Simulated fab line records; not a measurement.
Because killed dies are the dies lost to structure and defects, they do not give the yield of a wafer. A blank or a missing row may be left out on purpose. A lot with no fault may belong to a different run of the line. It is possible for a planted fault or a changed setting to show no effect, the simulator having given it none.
Check for tools in common || flow gf180mcu || 12 lots, 36 wafers sampled

== THE REASON FOR OPENING IT ==
2 of 12 lots carry a flag on the reading NSD_RS at GF_PSD_RS_MEAS_14. Wafers without a fault read 46.14 ohm/sq, standard deviation 0.076.
Rule: a lot is flagged in two cases, either no wafer of it has a number, or all its wafers with numbers fall more than 4 standard deviations from that mean. As for the other lots, they are considered sound.

{"lot": "L566", "measured": "day 13 20:24", "on": "filmMetro-04", "NSD_RS (ohm/sq), wafer by wafer": "46.17 46.21 46.28", "flag": ""}
{"lot": "L567", "measured": "day 15 03:21", "on": "filmMetro-03", "NSD_RS (ohm/sq), wafer by wafer": "46.21 46.10 46.14", "flag": ""}
{"lot": "L568", "measured": "day 15 11:31", "on": "filmMetro-03", "NSD_RS (ohm/sq), wafer by wafer": "46.15 46.14 46.12", "flag": ""}
{"lot": "L570", "measured": "day 15 19:15", "on": "filmMetro-03", "NSD_RS (ohm/sq), wafer by wafer": "46.08 46.09 46.11", "flag": ""}
{"lot": "L571", "measured": "day 16 01:19", "on": "filmMetro-04", "NSD_RS (ohm/sq), wafer by wafer": "46.10 46.15 46.19", "flag": ""}
{"lot": "L575", "measured": "day 17 14:44", "on": "filmMetro-03", "NSD_RS (ohm/sq), wafer by wafer": "46.30 46.13 46.15", "flag": ""}
{"lot": "L574", "measured": "day 17 15:05", "on": "filmMetro-04", "NSD_RS (ohm/sq), wafer by wafer": "46.07 46.16 46.19", "flag": ""}
{"lot": "L577", "measured": "day 18 04:31", "on": "filmMetro-03", "NSD_RS (ohm/sq), wafer by wafer": "46.08 46.07 46.16", "flag": ""}
{"lot": "L578", "measured": "day 18 08:07", "on": "filmMetro-04", "NSD_RS (ohm/sq), wafer by wafer": "46.28 46.18 46.25", "flag": ""}
{"lot": "L579", "measured": "day 19 03:59", "on": "filmMetro-03", "NSD_RS (ohm/sq), wafer by wafer": "43.68 43.69 43.72", "flag": "FLAGGED"}
{"lot": "L582", "measured": "day 19 20:02", "on": "filmMetro-01", "NSD_RS (ohm/sq), wafer by wafer": "43.48 43.52 43.51", "flag": "FLAGGED"}
{"lot": "L589", "measured": "day 22 04:08", "on": "filmMetro-01", "NSD_RS (ohm/sq), wafer by wafer": "46.25 45.97 46.05", "flag": ""}
The numbers of the flagged lots are 43.60 ohm/sq on average: -2.54 ohm/sq against the usual, or -33 standard deviations.

== WHICH TOOL EACH LOT WENT THROUGH ==
The record keeps 1 process step preceding the reading, out of 602 steps on the route. In each cell: the tool, then ch and the chambers that the sampled wafers went through, then the start.
{"lot": "L566", "flag": "", "GF_PSD_RTA_13": "rtpAnneal-01 ch 0, day 13 20:18"}
{"lot": "L567", "flag": "", "GF_PSD_RTA_13": "rtpAnneal-02 ch 0, day 15 03:16"}
{"lot": "L568", "flag": "", "GF_PSD_RTA_13": "rtpAnneal-01 ch 0, day 15 11:26"}
{"lot": "L570", "flag": "", "GF_PSD_RTA_13": "rtpAnneal-01 ch 0, day 15 19:10"}
{"lot": "L571", "flag": "", "GF_PSD_RTA_13": "rtpAnneal-02 ch 0, day 16 01:14"}
{"lot": "L575", "flag": "", "GF_PSD_RTA_13": "rtpAnneal-02 ch 0, day 17 14:40"}
{"lot": "L574", "flag": "", "GF_PSD_RTA_13": "rtpAnneal-01 ch 0, day 17 14:58"}
{"lot": "L577", "flag": "", "GF_PSD_RTA_13": "rtpAnneal-02 ch 0, day 18 04:26"}
{"lot": "L578", "flag": "", "GF_PSD_RTA_13": "rtpAnneal-02 ch 0, day 18 08:02"}
{"lot": "L579", "flag": "FLAGGED", "GF_PSD_RTA_13": "rtpAnneal-02 ch 0, day 19 03:55"}
{"lot": "L582", "flag": "FLAGGED", "GF_PSD_RTA_13": "rtpAnneal-02 ch 0, day 19 19:58"}
{"lot": "L589", "flag": "", "GF_PSD_RTA_13": "rtpAnneal-02 ch 0, day 22 04:02"}
What the steps here do:
- GF_PSD_RTA_13: time 20 s.
- GF_PSD_RS_MEAS_14: measures by four-point-probe.

== FLAGGED OVER TOTAL, TOOL BY TOOL (the gauges that took the reading come last) ==
{"step": "GF_PSD_RTA_13", "tool": "rtpAnneal-01", "lots run": 4, "flagged": 0, "share of the flagged lots": "none", "sound lots run after its first flagged lot": "-"}
{"step": "GF_PSD_RTA_13", "tool": "rtpAnneal-02", "lots run": 8, "flagged": 2, "share of the flagged lots": "all", "sound lots run after its first flagged lot": "1 (L589)"}
{"step": "GF_PSD_RS_MEAS_14", "tool": "filmMetro-01", "lots run": 2, "flagged": 1, "share of the flagged lots": "some", "sound lots run after its first flagged lot": "1 (L589)"}
{"step": "GF_PSD_RS_MEAS_14", "tool": "filmMetro-03", "lots run": 6, "flagged": 1, "share of the flagged lots": "some", "sound lots run after its first flagged lot": 0}
{"step": "GF_PSD_RS_MEAS_14", "tool": "filmMetro-04", "lots run": 4, "flagged": 0, "share of the flagged lots": "none", "sound lots run after its first flagged lot": "-"}

== WHAT IS ALLOWED BY THE TABLE ==
All flagged lots share 1 row of the table, namely rtpAnneal-02 at GF_PSD_RTA_13.
- rtpAnneal-02 at GF_PSD_RTA_13 ran 8 lots, 2 of them flagged. Sound lots followed the first flagged one (L589) on it, something a lasting fault affecting the whole tool could not allow.
There is no row in the table that ran each flagged lot and no sound lot after the first.

== WHAT HAD BEEN PUT IN BY THE SIMULATOR ==
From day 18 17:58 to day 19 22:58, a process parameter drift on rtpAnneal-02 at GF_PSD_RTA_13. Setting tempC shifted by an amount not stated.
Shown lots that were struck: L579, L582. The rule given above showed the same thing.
